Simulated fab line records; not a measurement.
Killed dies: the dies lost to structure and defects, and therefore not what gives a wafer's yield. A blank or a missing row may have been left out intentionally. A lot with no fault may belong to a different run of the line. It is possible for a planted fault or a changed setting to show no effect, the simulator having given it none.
Which tool is to blame? + flow sky130 + 6 lots (18 wafers sampled), 1 step of a 708-step route

WHAT THE GAUGES READ, wafer by wafer
SKY_NWELL_RS_MEAS_29: measurement is done with a four-point probe.
| lot  | measured     | on            | NWELL_RS (ohm/sq) |
|------|--------------|---------------|-------------------|
| L892 | day 6 00:31  | film-metro-04 | 624.2 623.6 624.5 |
| L894 | day 6 14:06  | film-metro-01 | 625.0 623.8 624.3 |
| L898 | day 7 11:26  | film-metro-04 | 626.1 626.3 625.3 |
| L905 | day 9 21:32  | film-metro-02 | 627.0 626.4 626.6 |
| L909 | day 10 14:50 | film-metro-04 | 624.9 625.9 625.3 |
| L910 | day 10 23:32 | film-metro-04 | 625.4 624.7 624.7 |

TOOL THAT RAN EACH LOT (tool first, then ch and the chambers of the sampled wafers, then the start)
The record shows no process step preceding these readings.

THE ANSWER, worked out from the rows above alone
Rule: the usual values come from the lots themselves. Put in order of their means at a reading, lots are off if they are a third of the lots or fewer, leave a main group of 4 or more, and stand apart from it by a gap of 3 or more times the standard deviation of the main group's means; of several such gaps the widest counts. Not used: any main group whose means are identical at the precision the tables above print for the reading. A lot without any number at a reading at which 4 lots or more have one is off too. The other lots that the step has rows for count as sound.
Across all readings shown, no lot is off: no conclusion can be drawn from this.

WHAT HAD BEEN PUT IN BY THE SIMULATOR
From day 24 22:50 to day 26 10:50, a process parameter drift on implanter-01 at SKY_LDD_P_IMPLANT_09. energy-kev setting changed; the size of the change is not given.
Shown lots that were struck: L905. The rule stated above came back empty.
